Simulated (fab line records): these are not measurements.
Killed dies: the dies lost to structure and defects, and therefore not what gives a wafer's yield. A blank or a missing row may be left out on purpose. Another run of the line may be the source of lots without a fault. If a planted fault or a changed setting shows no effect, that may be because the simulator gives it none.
Which tool is to blame?    flow gf180mcu    7 lots, 21 wafers sampled, at 2 steps of a route of 602

== WHAT THE GAUGES READ, wafer by wafer ==
GF_PASSIVATION_THK_MEAS_01.
lot   measured      on             PASSIVATION_CVD_00_THK (nm)
L478  day 28 01:43  film metro-01  981 974 991
L482  day 29 13:41  film metro-04  1004 1013 1031
L483  day 29 20:36  film metro-04  983 1009 1006
L485  day 30 13:55  film metro-01  1011 1010 1023
L487  day 31 10:19  film metro-04  1001 991 1010
L490  day 31 22:04  film metro-01  988 1005 1009
L496  day 33 11:11  film metro-04  1020 1002 1005

== WHICH TOOL RAN EACH LOT (tool, then ch and the chambers of the sampled wafers, then the start) ==
lot   GF_DUAL_GATE_OXIDATION_15
L478  furnace-01 ch 0, day 8 08:07
L482  furnace-02 ch 0, day 9 17:37
L483  furnace-01 ch 0, day 10 00:59
L485  furnace-01 ch 0, day 10 18:38
L487  furnace-01 ch 0, day 11 14:12
L490  furnace-01 ch 0, day 12 05:50
L496  furnace-02 ch 0, day 14 01:46
- GF_DUAL_GATE_OXIDATION_15: stabilise 600 s, purge 300 s, target thk 7.098 nm.

== THE ANSWER, worked out from the rows above alone ==
Rule: the lots themselves supply what counts as usual. The widest of any qualifying gaps counts: lots, ordered by their means at a reading, are off when they make up no more than a third of the lots, leave a main group of 4 or more, and stand apart from it by 3 or more times the standard deviation of that group's means. The tables above print the reading to a certain number of digits; a main group whose means all agree to those digits is not used. Also off: a lot with no number at a reading for which 4 or more lots have one. All remaining lots with rows at the step are treated as sound.
Across all readings shown, no lot is off: no conclusion can be drawn from this.

== WHAT WAS PUT IN BY THE SIMULATOR ==
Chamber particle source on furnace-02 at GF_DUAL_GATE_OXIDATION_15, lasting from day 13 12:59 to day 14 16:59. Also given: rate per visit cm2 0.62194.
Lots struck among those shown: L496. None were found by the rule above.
